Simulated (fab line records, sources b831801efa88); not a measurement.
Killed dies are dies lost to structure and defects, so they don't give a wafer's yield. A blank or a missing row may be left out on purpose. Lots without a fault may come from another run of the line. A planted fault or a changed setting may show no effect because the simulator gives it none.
Which tool did it? | flow gf180mcu | 13 lots, 39 wafers sampled, at 5 steps of a route of 602

WHAT THE GAUGES READ, wafer by wafer
GF_STI_CD_MEAS_12: target cd 220 nm.
lot  | measured    | on        | cd_nm (nm)
L890 | day 2 10:29 | cd_sem-01 | 218.0 218.0 217.7
L892 | day 2 21:58 | cd_sem-01 | 220.2 220.8 221.3
L895 | day 3 13:13 | cd_sem-02 | 218.9 218.3 218.9
L897 | day 3 23:39 | cd_sem-01 | 218.3 218.4 218.6
L900 | day 4 14:58 | cd_sem-01 | 217.5 217.8 218.1
L904 | day 5 13:29 | cd_sem-01 | 221.0 221.7 220.5
L905 | day 5 19:16 | cd_sem-02 | 219.4 219.5 218.7
L906 | day 5 23:26 | cd_sem-02 | 219.3 219.4 220.4
L907 | day 6 03:59 | cd_sem-01 | 220.4 220.1 219.9
L908 | day 6 08:00 | cd_sem-02 | 220.2 221.7 221.7
L909 | day 6 15:07 | cd_sem-01 | 219.4 219.8 220.0
L910 | day 6 20:37 | cd_sem-02 | 220.1 221.1 221.3
L911 | day 7 01:21 | cd_sem-01 | 217.7 218.0 218.7

GF_NWELL_OVL_MEAS_07.
lot  | measured    | on         | NWELL_OVL (nm)
L890 | day 3 16:51 | overlay-01 | -0.2 -2.0 -1.5
L892 | day 4 04:36 | overlay-02 | 0.8 -0.7 0.2
L895 | day 4 20:57 | overlay-02 | -1.1 -1.4 -1.7
L897 | day 5 08:28 | overlay-02 | 0.6 1.5 0.9
L900 | day 5 23:35 | overlay-02 | 1.0 -1.1 1.7
L904 | day 7 00:58 | overlay-01 | 1.4 0.4 0.9
L905 | day 7 07:35 | overlay-01 | 1.3 0.0 -0.5
L906 | day 7 13:16 | overlay-02 | 0.0 -0.5 -1.3
L907 | day 7 18:10 | overlay-02 | -0.3 -0.8 -0.1
L908 | day 7 20:04 | overlay-01 | 0.0 -1.7 -0.5
L909 | day 8 03:11 | overlay-02 | -1.8 -1.9 -2.0
L910 | day 8 09:12 | overlay-01 | -0.6 0.5 -0.6
L911 | day 8 14:08 | overlay-02 | -0.3 -1.4 -0.6

GF_VT_IMPLANT_RS_MEAS_48: measures by four-point-probe.
lot  | measured     | on            | LVPWELL_RS (ohm/sq)
L890 | day 8 00:14  | film_metro-03 | 1195 1195 1197
L892 | day 8 14:32  | film_metro-01 | 1195 1192 1196
L895 | day 9 09:48  | film_metro-04 | 1201 1198 1206
L897 | day 10 03:01 | film_metro-03 | 1237 1232 1237
L900 | day 10 20:32 | film_metro-01 | 1227 1234 1233
L904 | day 12 04:16 | film_metro-04 | 1196 1192 1189
L905 | day 12 12:23 | film_metro-01 | 1197 1197 1198
L906 | day 12 18:40 | film_metro-01 | 1192 1195 1194
L907 | day 13 00:31 | film_metro-03 | 1197 1194 1193
L908 | day 13 04:10 | film_metro-03 | 1195 1193 1197
L909 | day 13 13:40 | film_metro-04 | 1195 1189 1195
L910 | day 13 18:38 | film_metro-04 | 1202 1207 1200
L911 | day 14 02:17 | film_metro-04 | 1202 1203 1201

WHICH TOOL RAN EACH LOT (tool, then ch and the chambers of the sampled wafers, then the start)
lot  | GF_NWELL_STRIP_10                   | GF_LVPWELL_IMPLANT_08
L890 | plasma_asher-04 ch 0,1, day 3 17:11 | implanter-03 ch 0, day 4 06:38
L892 | plasma_asher-03 ch 0,1, day 4 04:56 | implanter-04 ch 0, day 4 18:40
L895 | plasma_asher-01 ch 0,1, day 4 21:17 | implanter-03 ch 0, day 5 11:10
L897 | plasma_asher-01 ch 0,1, day 5 08:49 | implanter-03 ch 0, day 5 23:08
L900 | plasma_asher-04 ch 0,1, day 5 23:55 | implanter-03 ch 0, day 6 14:38
L904 | plasma_asher-03 ch 0,1, day 7 01:19 | implanter-02 ch 0, day 7 17:17
L905 | plasma_asher-01 ch 0,1, day 7 07:55 | implanter-02 ch 0, day 7 23:44
L906 | plasma_asher-04 ch 0,1, day 7 13:37 | implanter-04 ch 0, day 8 05:10
L907 | plasma_asher-01 ch 0,1, day 7 18:31 | implanter-02 ch 0, day 8 10:02
L908 | plasma_asher-04 ch 0,1, day 7 20:25 | implanter-02 ch 0, day 8 12:24
L909 | plasma_asher-03 ch 0,1, day 8 03:31 | implanter-04 ch 0, day 8 20:00
L910 | plasma_asher-03 ch 0,1, day 8 09:32 | implanter-02 ch 0, day 9 01:41
L911 | plasma_asher-01 ch 0,1, day 8 14:29 | implanter-04 ch 0, day 9 07:14
- GF_NWELL_STRIP_10: strips in O2/N2.
- GF_LVPWELL_IMPLANT_08

WHAT THE TOOLS THEMSELVES READ (means of the sampled wafers that have a number; where no wafer has one, the mark that the record gives instead)
GF_NWELL_STRIP_10.
lot  | tool            | drypump_motor_current_A (A) | heater_power_w (W) | n2_flow_sccm (sccm) | oes_product_au (a.u.) | strip_time_to_endpoint_s (s)
L890 | plasma_asher-04 | 6.0                         | 331                | 300.4               | 0.724                 | 36.80
L892 | plasma_asher-03 | 5.7                         | 355                | 300.3               | 0.724                 | 36.96
L895 | plasma_asher-01 | 5.7                         | 343                | 300.6               | 0.722                 | 37.08
L897 | plasma_asher-01 | 5.7                         | 350                | 300.0               | 0.725                 | 36.89
L900 | plasma_asher-04 | 6.0                         | 331                | 300.0               | 0.724                 | 37.11
L904 | plasma_asher-03 | 5.2                         | 321                | 299.0               | 0.725                 | 36.93
L905 | plasma_asher-01 | 5.7                         | 342                | 299.8               | 0.719                 | 36.93
L906 | plasma_asher-04 | 6.0                         | 326                | 298.7               | 0.725                 | 37.01
L907 | plasma_asher-01 | 6.2                         | 358                | 299.2               | 0.721                 | 36.94
L908 | plasma_asher-04 | 6.0                         | 339                | 300.3               | 0.720                 | 36.96
L909 | plasma_asher-03 | 5.2                         | 322                | 298.6               | 0.717                 | 37.08
L910 | plasma_asher-03 | 5.2                         | 321                | 300.0               | 0.723                 | 36.89
L911 | plasma_asher-01 | 5.7                         | 346                | 300.1               | 0.720                 | 36.98

GF_LVPWELL_IMPLANT_08.
lot  | tool         | beam_energy_keV
L890 | implanter-03 | 170.01
L892 | implanter-04 | 169.99
L895 | implanter-03 | 169.95
L897 | implanter-03 | 146.67
L900 | implanter-03 | 146.64
L904 | implanter-02 | 169.99
L905 | implanter-02 | 169.96
L906 | implanter-04 | 170.01
L907 | implanter-02 | 170.04
L908 | implanter-02 | 170.00
L909 | implanter-04 | 170.04
L910 | implanter-02 | 170.02
L911 | implanter-04 | 169.94

THE ANSWER, worked out from the rows above alone
Rule: what is usual is taken from the lots themselves. Put in order of their means at a reading, lots are off if they are a third of the lots or fewer, leave a main group of 4 or more, and stand apart from it by a gap of 3 or more times the standard deviation of the main group's means; of several such gaps the widest counts. A main group whose means are all the same, to the digits that the tables above print for the reading, isn't used. A lot without any number at a reading at which 4 lots or more have one is off too. The other lots that the step has rows for count as sound. The gauges are gone through in route order, then the tools' own readings, and for those a lot's mean is taken as printed above. The first step at which some lot is off is used, and at that step the reading that is off furthest; a lot without a number counts as furthest.
Off: L897, L900, at GF_VT_IMPLANT_RS_MEAS_48 (LVPWELL_RS). The main group: mean 1197 ohm/sq, standard deviation 3.7.
A tool fits if, at a process step before that reading, it ran every lot that is off, and no sound lot after the first of them. The gauges at GF_VT_IMPLANT_RS_MEAS_48 aren't tried: what is off there is off at GF_LVPWELL_IMPLANT_08 too, on other tools, and a gauge's error can't cause that. One fits: implanter-03 at GF_LVPWELL_IMPLANT_08. Its last sound lot is L895 (day 5 11:10), its first lot that is off L897 (day 5 23:08): a fault that began between those two fits.
The tool's own readings at GF_LVPWELL_IMPLANT_08 bear it out: on the lots that are off they differ by more than 5 times the standard deviation of the sound lots' means. beam_energy_keV reads 146.65 there against 170.00 on the sound lots.

WHAT THE SIMULATOR HAD PUT IN
Process parameter drift: implanter-03, from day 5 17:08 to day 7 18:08, at GF_LVPWELL_IMPLANT_08. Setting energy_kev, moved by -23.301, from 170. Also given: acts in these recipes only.
Lots struck among those shown: L897, L900. The rule above found the same.
